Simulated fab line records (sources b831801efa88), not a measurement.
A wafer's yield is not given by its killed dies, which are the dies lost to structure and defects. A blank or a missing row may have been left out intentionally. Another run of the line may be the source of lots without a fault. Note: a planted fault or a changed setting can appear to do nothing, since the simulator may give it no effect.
Matching of chambers | flow sfqLine | cmp-01 running SFQ_TRILAYER_I1_CMP_CMP_046: 4 sister chambers
The step polishes SiO2. 4 wafers are shown with their chamber, then 7 later ones without.

## WAFERS WITH THEIR CHAMBER
wafer  | chamber | motorCurrentA (A)
L969.1 | 0       | 12.6
L977.6 | 1       | 7.3
L983.1 | 2       | 10.7
L983.3 | 3       | 10.5

## WAFERS WITHOUT THEIR CHAMBER
wafer  | motorCurrentA (A)
L983.4 | 12.4
L984.1 | 10.3
L984.4 | 12.2
L984.6 | 12.6
L986.1 | 10.0
L986.3 | 10.6
L986.6 | 7.6

## WHICH CHAMBER EACH ONE RAN IN
wafer  | from the rows above     | in truth
L983.4 | 0                       | 0
L984.1 | can't be placed: 3 or 2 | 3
L984.4 | 0                       | 0
L984.6 | 0                       | 0
L986.1 | can't be placed: 3 or 2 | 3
L986.3 | can't be placed: 2 or 3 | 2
L986.6 | 1                       | 1
4 of 7 placed correctly. Unplaceable from these rows: 3, with the true chamber sitting among the candidates in 3. Wrongly placed: 0.
How it was worked out, from the rows above alone: a wafer's distance from a chamber is the root of the sum, over the readings, of the square of ((its reading less the chamber's mean) divided by the reading's scatter). The wafer belongs to the nearest chamber; if the next one is less than 2 further off, it can't be placed. A chamber's mean is the mean of its shown wafers. The scatter: with one shown wafer a chamber, the root of the mean of the squares of how far each hidden wafer lies from its nearest shown one.
